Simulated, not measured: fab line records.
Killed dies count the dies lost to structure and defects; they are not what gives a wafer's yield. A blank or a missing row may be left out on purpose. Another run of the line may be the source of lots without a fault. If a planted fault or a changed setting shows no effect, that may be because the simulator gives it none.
fab line records | flow sky130
record: lots: 5 wafers: 15 lastDay: 49
route steps=708 shown SONOS_TUNNEL@158 SONOS_ONO@168 PAD_OPEN@708
lots that met no fault: from a run of the same line without faults
startH: the number of hours between the record's first day and the start of the first shown wafer of the lot | waitH: hours elapsed since this lot's preceding step | " repeats the value in the row above | L1.1+2: a row that stands for several wafers | - no value, or no start was given | * or withheld: withheld | < > ~ a bound
route shown NAME@n: NAME is a module with steps in the file, n the number in the route of the first one | usual: mean/standard deviation taken from wafers without a fault | same: alike in all rows | chamber/n: place in a boat | sites: per-site readings | _std_site: the values' standard deviation | _edge_site: mean of outer sites minus mean of inner sites | radiusMm: for every site, how far away it sits from the centre of the wafer | mask NAME#n: copy n | behind: the last tool/chamber to shape the wafer | hold: cause of the lot's hold/its duration in hours/its outcome | device: which transistor (n, p or np) failed to switch | end of line: the tests these same wafers got at the end of their route | for a step that has no rows: nothing shown but its recipe | killed: dies lost to structure and defects at the first sort, not the wafer's yield | map: dies across one wafer; x = killed, . = not, _ = none there
set.NAME: setting as actually run; set.NAME@STEP: the setting as run at that earlier step | model.NAME: the simulator's own value behind a step, which no gauge read
lots at selected steps of the route; one table per step, one row per wafer
services: the hour from which a tool's chamber was out of use, counted from the record's first day as startH (under 0 if before that day), plus the number of hours and why
== steps ==
step: SKY_SONOS_TUNNEL_EXPOSE_04
recipe: maskId: TUNM na: 0.6 sourceShape: conventional sigmaOuter: 0.6 polarization: unpolarized targetCdNm: 410 doseMj: 136
step: SKY_SONOS_TUNNEL_PEB_05
recipe: tempC: withheld timeS: * resist: NOVOLAK
step: SKY_SONOS_TUNNEL_DEVELOP_06
recipe: resist: NOVOLAK developer: TMAH developTimeS: 60 devTempC: 23
step: SKY_SONOS_TUNNEL_CD_MEAS_07
recipe: targetCdNm: 410
usual: cdNm: 410.1/2.3
columns lot.wafer tool chamber startH waitH cdNm
L206.2 cdSem-01 - 293.44 0.1 412.2
L206.4 " - " " 413.6
L206.5 " - " " 414.3
L208.2 cdSem-02 - 309.15 0.1 410.1
L208.3 " - " " 408.7
L208.5 " - " " 409.9
L215.2 cdSem-01 - 357.56 0.1 407.8
L215.4 " - " " 409.0
L215.6 " - " " 408.4
L217.2 cdSem-02 - 383.16 0.1 410.6
L217.4 " - " " 409.3
L217.5 " - " " 411.4
L219.2 cdSem-02 - 390.66 0.1 410.1
L219.3 " - " " 407.0
L219.4 " - " " 410.5
step: SKY_SONOS_TUNNEL_OVL_MEAS_08
usual: SONOS_TUNNEL_OVL: 0.1/1.3
columns lot.wafer tool chamber startH waitH SONOS_TUNNEL_OVL[nm]
L206.2 overlay-01 - 293.54 0.1 0.5
L206.4 " - " " -0.5
L206.5 " - " " 1.3
L208.2 overlay-02 - 309.26 0.1 -1.4
L208.3 " - " " 1.2
L208.5 " - " " 0.7
L215.2 overlay-01 - 357.66 0.1 1.8
L215.4 " - " " -0.1
L215.6 " - " " -0.5
L217.2 overlay-01 - 383.26 0.1 -0.8
L217.4 " - " " -1.6
L217.5 " - " " -1.9
L219.2 overlay-02 - 390.76 0.1 -0.8
L219.3 " - " " -1.4
L219.4 " - " " -1.3
step: SKY_SONOS_TUNNEL_IMPLANT_09
recipe: species: B energyKev: 20 doseCm2: 1e+12 tiltDeg: withheld
step: SKY_SONOS_TUNNEL_WET_ETCH_10
recipe: chemistry: dHF targetDepthNm: 14 target: SiO2 dilution: 100:1 tempC: 25 timeS: 280
step: SKY_SONOS_TUNNEL_STRIP_11
recipe: chemistry: SPM timeS: 600 tempC: 130
step: SKY_SONOS_TUNNEL_TW_MEAS_12
usual: SONOS_TUNNEL_TW: 197.3/1.5
columns lot.wafer tool chamber startH waitH SONOS_TUNNEL_TW
L206.2 filmMetro-02 - 293.99 0.0 196.2
L206.4 " - " " 195.7
L206.5 " - " " 194.4
L208.2 filmMetro-04 - 309.71 0.0 197.4
L208.3 " - " " 199.6
L208.5 " - " " 199.6
L215.2 filmMetro-02 - 358.22 0.0 197.0
L215.4 " - " " 196.6
L215.6 " - " " 196.8
L217.2 filmMetro-02 - 383.71 0.0 195.0
L217.4 " - " " 195.2
L217.5 " - " " 194.1
L219.2 filmMetro-02 - 391.24 0.0 195.8
L219.3 " - " " 196.8
L219.4 " - " " 197.2
step: SKY_SONOS_TUNNEL_CLEAN_13
recipe: chemistry: dHF timeS: 20 dilution: 100:1 dry: ipaMarangoni
step: SKY_SONOS_ONO_OXIDATION_00
recipe: tempC: 800 ambient: O2 idleTempC: 700 rampUpCPerMin: 10 rampDownCPerMin: 3 stabiliseS: 600 purgeS: 300 targetThkA: 26 oxTimeS: 1249
step: SKY_SONOS_ONO_THK_MEAS_01
recipe: reads: SiO2_of_SONOS_ONO_OXIDATION_00
usual: SONOS_ONO_OXIDATION_THK: 2.59/0.065
columns lot.wafer tool chamber startH waitH SONOS_ONO_OXIDATION_THK[nm]
L206.2 filmMetro-03 - 295.84 0.0 2.63
L206.4 " - " " 2.72
L206.5 " - " " 2.61
L208.2 filmMetro-01 - 312.18 0.0 2.60
L208.3 " - " " 2.57
L208.5 " - " " 2.65
L215.2 filmMetro-04 - 359.64 0.0 2.50
L215.4 " - " " 2.49
L215.6 " - " " 2.50
L217.2 filmMetro-04 - 385.43 0.0 2.59
L217.4 " - " " 2.63
L217.5 " - " " 2.59
L219.2 filmMetro-01 - 394.40 0.0 2.43
L219.3 " - " " 2.49
L219.4 " - " " 2.46
step: SKY_SONOS_ONO_CVD_02
recipe: material: Si3N4 precursor: DCS/NH3 targetThkNm: 10.5 tempC: 770 timeS: 180 pressureMtorr: 250
usual: spikeTcBottomC: 788.7/1.5 spikeTcCentreC: 771.5/1 spikeTcLowerC: 770.8/1.1 spikeTcTopC: 784.1/1.7 spikeTcUpperC: 769.2/1.1
columns lot.wafer tool chamber startH waitH spikeTcBottomC spikeTcCentreC spikeTcLowerC spikeTcTopC spikeTcUpperC model.Si3N4_of_SONOS_ONO_CVD_02.thkNm
L206.2 lpcvd-02 0 297.06 1.2 787.8 771.1 770.0 783.8 768.0 10.55
L206.4 " 0 " " 789.3 771.0 771.8 782.3 769.3 10.51
L206.5 " 0 " " 787.6 773.2 772.0 784.1 770.1 10.49
L208.2 lpcvd-02 0 313.14 0.9 788.9 771.4 771.2 782.9 769.2 10.39
L208.3 " 0 " " 789.1 770.2 770.2 783.4 769.0 10.29
L208.5 " 0 " " 788.5 771.7 768.8 783.8 769.8 10.38
L215.2 lpcvd-02 1 359.81 0.2 781.7 764.8 760.3 780.2 762.8 8.696
L215.4 " 1 " " 781.5 763.6 762.8 778.1 762.4 8.772
L215.6 " 1 " " 782.4 763.2 761.9 777.7 761.4 8.657
L217.2 lpcvd-02 0 386.72 1.3 788.1 771.0 770.6 782.5 768.4 10.6
L217.4 " 0 " " 787.6 772.1 770.9 782.9 769.5 10.61
L217.5 " 0 " " 787.8 774.3 768.9 782.7 768.8 10.63
L219.2 lpcvd-02 0 394.45 0.0 788.6 772.9 771.8 783.0 770.6 10.36
L219.3 " 0 " " 786.5 770.2 771.0 783.4 768.1 10.36
L219.4 " 0 " " 787.9 770.5 770.7 782.9 769.6 10.37
step: SKY_SONOS_ONO_THK_MEAS_03
recipe: reads: Si3N4_of_SONOS_ONO_CVD_02
usual: SONOS_ONO_CVD_02_THK: 10.47/0.14
columns lot.wafer tool chamber startH waitH hold SONOS_ONO_CVD_02_THK[nm]
L206.2 filmMetro-01 - 298.12 0.0 - 10.58
L206.4 " - " " - 10.55
L206.5 " - " " - 10.54
L208.2 filmMetro-04 - 314.20 0.0 - 10.43
L208.3 " - " " - 10.29
L208.5 " - " " - 10.40
L215.2 filmMetro-04 - 360.87 0.0 awaitDispo/0.2h/release 8.66
L215.4 " - " " awaitDispo/0.2h/release 8.79
L215.6 " - " " awaitDispo/0.2h/release 8.66
L215.2 filmMetro-04 - 361.09 0.2 - 8.69
L215.4 " - " " - 8.76
L215.6 " - " " - 8.67
L217.2 filmMetro-03 - 387.78 0.0 - 10.58
L217.4 " - " " - 10.59
L217.5 " - " " - 10.63
L219.2 filmMetro-01 - 395.51 0.0 - 10.40
L219.3 " - " " - 10.36
L219.4 " - " " - 10.37
step: SKY_PAD_OPEN_PROBE_99
usual: killed_at_M0_to_M3: 43/7 killed_at_M4_up: 3.1/1.9 killedAtContacts: 25/6.1 killedAtFrontEnd: 15/4.5 killedAtOther: 0.3/0.55 killedDies: 87/8.9 killedOpen: 47/6.4 killedShort: 40/6.6
same: grossDies: 492 killedAtBackSide: 0
columns lot.wafer tool chamber startH waitH killed_at_M0_to_M3 killed_at_M4_up killedAtContacts killedAtFrontEnd killedAtOther killedDies killedOpen killedShort model.etest.sonosErased.driveUaUm model.etest.sonosUncharged.rOnOhmUm model.etest.capOno.gateLog10ACm2 model.etest.capOno.gateBvV model.etest.capOno.toxAccNm model.etest.sonosProgrammed.vtV model.etest.sonosErased.vtV model.etest.sonosBaked.vtLessV
L206.2 prober-01 - 1114.99 0.1 43 6 26 22 0 97 54 43 175.1 806.2 -8.104 16.65 13.04 1.385 -2.193 -0.4423
L206.4 prober-01 - 1115.09 0.2 46 2 20 23 1 92 49 42 199.2 824.9 -8.121 16.71 13.02 1.399 -2.197 -0.4346
L206.5 prober-01 - 1115.14 0.2 49 7 36 23 0 115 71 43 181.2 825.5 -8.091 16.92 13.03 1.376 -2.22 -0.4493
L208.2 prober-01 - 1133.63 0.1 42 5 17 13 0 77 49 28 214.2 789.9 -7.843 16.41 12.79 1.497 -2.349 -0.5379
L208.3 prober-01 - 1133.68 0.2 48 3 17 16 0 84 40 44 237.9 789.7 -7.764 16.26 12.72 1.503 -2.403 -0.512
L208.5 prober-01 - 1133.78 0.2 43 6 24 11 0 84 41 43 181.6 798.6 -8.07 16.52 12.98 1.424 -2.249 -0.4924
L215.2 prober-02 - 1162.92 0.1 39 7 24 12 0 82 46 36 189.8 785.6 -6.866 15.77 12.09 1.794 -2.5 -0.7258
L215.4 prober-02 - 1163.02 0.2 40 1 28 9 3 81 48 32 193.3 790.5 -6.955 15.79 12.08 1.762 -2.507 -0.7106
L215.6 prober-02 - 1163.12 0.2 42 1 17 17 0 77 30 47 221.5 778 -6.787 15.3 11.99 1.781 -2.543 -0.7485
L219.2 prober-01 - 1178.44 0.1 32 2 28 20 0 82 53 29 208.3 797.7 -7.606 16.01 12.64 1.559 -2.416 -0.5748
L219.3 prober-01 - 1178.49 0.2 45 3 37 11 0 96 61 33 159.4 814.1 -7.636 15.82 12.65 1.556 -2.338 -0.5789
L219.4 prober-01 - 1178.54 0.2 33 4 28 15 0 80 41 36 222.7 807.4 -7.617 15.7 12.61 1.575 -2.435 -0.5778
L217.2 prober-02 - 1178.61 0.1 47 2 14 26 0 89 53 36 185.9 796.3 -8.314 17.02 13.22 1.292 -2.177 -0.4362
L217.4 prober-02 - 1178.71 0.2 34 6 29 17 0 86 46 40 188.4 812.7 -8.291 16.79 13.16 1.321 -2.193 -0.4858
L217.5 prober-02 - 1178.76 0.2 39 2 37 18 0 96 47 49 188.9 824.1 -8.255 16.45 13.24 1.289 -2.162 -0.4558
killed by level:class
L206.2 VIA1:geometricParticle:open=11 FIELD_ISO:geometricParticle:short=8 CONTACT:geometricParticle:open=8 VIA3:geometricParticle:open=8 FIELD_ISO:geometricParticle:open=7 LI_CONTACT:geometricParticle:open=7 VIA1:geometricParticle:short=7 VIA2:geometricParticle:open=7
L206.4 VIA1:geometricParticle:short=9 VIA1:geometricParticle:open=9 LI_CONTACT:geometricParticle:open=8 FIELD_ISO:geometricParticle:open=6 POLY_GATE:geometricParticle:short=5 VIA3:geometricParticle:open=5 VIA2:geometricParticle:open=4 METAL1:geometricParticle:short=4
L206.5 VIA1:geometricParticle:open=13 CONTACT:geometricParticle:open=12 LI_CONTACT:geometricParticle:open=11 VIA3:geometricParticle:open=11 POLY_GATE:geometricParticle:open=7 FIELD_ISO:geometricParticle:short=6 METAL4:geometricParticle:short=6 VIA2:geometricParticle:open=5
L208.2 VIA1:geometricParticle:open=9 VIA3:geometricParticle:open=9 CONTACT:geometricParticle:open=7 POLY_GATE:geometricParticle:open=6 VIA2:geometricParticle:open=6 METAL1:geometricParticle:short=4 VIA1:geometricParticle:short=4 LI_CONTACT:geometricParticle:open=3
L208.3 VIA1:geometricParticle:open=12 VIA2:geometricParticle:open=7 CONTACT:geometricParticle:short=7 METAL1:geometricParticle:short=6 VIA3:geometricParticle:open=6 METAL2:geometricParticle:short=5 FIELD_ISO:geometricParticle:open=4 FIELD_ISO:geometricParticle:short=4
L208.5 CONTACT:geometricParticle:open=10 VIA1:geometricParticle:short=10 LI_CONTACT:geometricParticle:open=7 VIA1:geometricParticle:open=7 VIA2:geometricParticle:open=7 CONTACT:geometricParticle:short=6 VIA2:geometricParticle:short=5 METAL4:geometricParticle:short=5
L215.2 VIA2:geometricParticle:open=10 CONTACT:geometricParticle:open=9 VIA1:geometricParticle:short=7 CONTACT:geometricParticle:short=6 VIA1:geometricParticle:open=6 VIA3:geometricParticle:open=5 METAL4:geometricParticle:short=5 POLY_GATE:geometricParticle:open=4
L215.4 VIA1:geometricParticle:open=13 CONTACT:geometricParticle:short=8 VIA2:geometricParticle:open=8 VIA1:geometricParticle:short=7 CONTACT:geometricParticle:open=7 LI_CONTACT:geometricParticle:open=6 VIA3:geometricParticle:open=6 FIELD_ISO:geometricParticle:short=4
L215.6 VIA1:geometricParticle:open=11 LI_CONTACT:geometricParticle:short=7 METAL1:geometricParticle:short=5 VIA1:geometricParticle:short=5 VIA2:geometricParticle:short=5 CONTACT:geometricParticle:open=4 METAL3:geometricParticle:short=4 METAL2:geometricParticle:short=4
L219.2 CONTACT:geometricParticle:open=16 FIELD_ISO:geometricParticle:open=8 VIA1:geometricParticle:open=8 VIA1:geometricParticle:short=5 FIELD_ISO:geometricParticle:short=4 METAL2:geometricParticle:short=4 POLY_GATE:geometricParticle:open=4 VIA3:geometricParticle:open=4
L219.3 CONTACT:geometricParticle:open=17 VIA1:geometricParticle:open=11 VIA2:geometricParticle:open=10 VIA3:geometricParticle:open=8 LOCAL_INTERCONNECT:geometricParticle:short=7 METAL2:geometricParticle:short=7 LI_CONTACT:geometricParticle:open=6 VIA1:geometricParticle:short=4
L219.4 CONTACT:geometricParticle:open=13 VIA1:geometricParticle:open=7 METAL1:geometricParticle:short=6 LI_CONTACT:geometricParticle:open=6 CONTACT:geometricParticle:short=6 VIA3:geometricParticle:open=6 FIELD_ISO:geometricParticle:short=5 METAL2:geometricParticle:short=5
L217.2 VIA1:geometricParticle:open=12 VIA2:geometricParticle:open=11 VIA1:geometricParticle:short=7 CONTACT:geometricParticle:open=6 FIELD_ISO:geometricParticle:open=6 POLY_GATE:geometricParticle:open=6 FIELD_ISO:geometricParticle:short=5 POLY_GATE:geometricParticle:short=5
L217.4 CONTACT:geometricParticle:open=13 VIA1:geometricParticle:open=9 FIELD_ISO:geometricParticle:open=6 CONTACT:geometricParticle:short=6 METAL4:geometricParticle:short=6 FIELD_ISO:geometricParticle:short=5 LI_CONTACT:geometricParticle:open=5 VIA2:geometricParticle:open=5
L217.5 CONTACT:geometricParticle:open=14 VIA2:geometricParticle:open=8 METAL2:geometricParticle:short=8 VIA1:geometricParticle:open=7 LI_CONTACT:geometricParticle:short=6 LI_CONTACT:geometricParticle:open=6 CONTACT:geometricParticle:short=6 FIELD_ISO:geometricParticle:short=5
== services ==
columns tool chamber startH hours kind
lpcvd-02 - 336.33 2.8 pm
== key ==
firstSign: step: SKY_SONOS_ONO_CVD_02 reading: spikeTcLowerC direction: down sigmas: 8 usual: 770.8 struck: 761.7
effect: step: SKY_SONOS_ONO_CVD_02 reading: spikeTcCentreC direction: down sigmas: 7.4 usual: 771.5 struck: 763.9
effect: step: SKY_SONOS_ONO_THK_MEAS_03 reading: visit direction: added
effect: step: SKY_SONOS_ONO_THK_MEAS_03 reading: SONOS_ONO_CVD_02_THK direction: down sigmas: 13 usual: 10.47 struck: 8.70
modelEffect: step: SKY_SONOS_ONO_CVD_02 value: Si3N4_of_SONOS_ONO_CVD_02.thkNm without: 10.25 struck: 8.709
modelEffect: step: SKY_PAD_OPEN_PROBE_99 value: etest.sonosErased.driveUaUm without: 171.4 struck: 201.5
metAt SKY_SONOS_ONO_CVD_02
struckWafers L215.2,L215.4,L215.6
testerLeftOut L215
fault: kind: processParameterDrift tool: lpcvd-02 chamber: 1 onsetH: 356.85 steps: SKY_SONOS_ONO_CVD_02 channel: tempC offset: * shape: step endH: 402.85 actsIn: * stated: *
testerLeftOut: of these lots the tester's yield and bins aren't shown, on N5 and GAA mostly nor the transistor test; their killed dies are dies lost to structure and defects alone, not to doping, threshold or leakage, so they don't give the yield
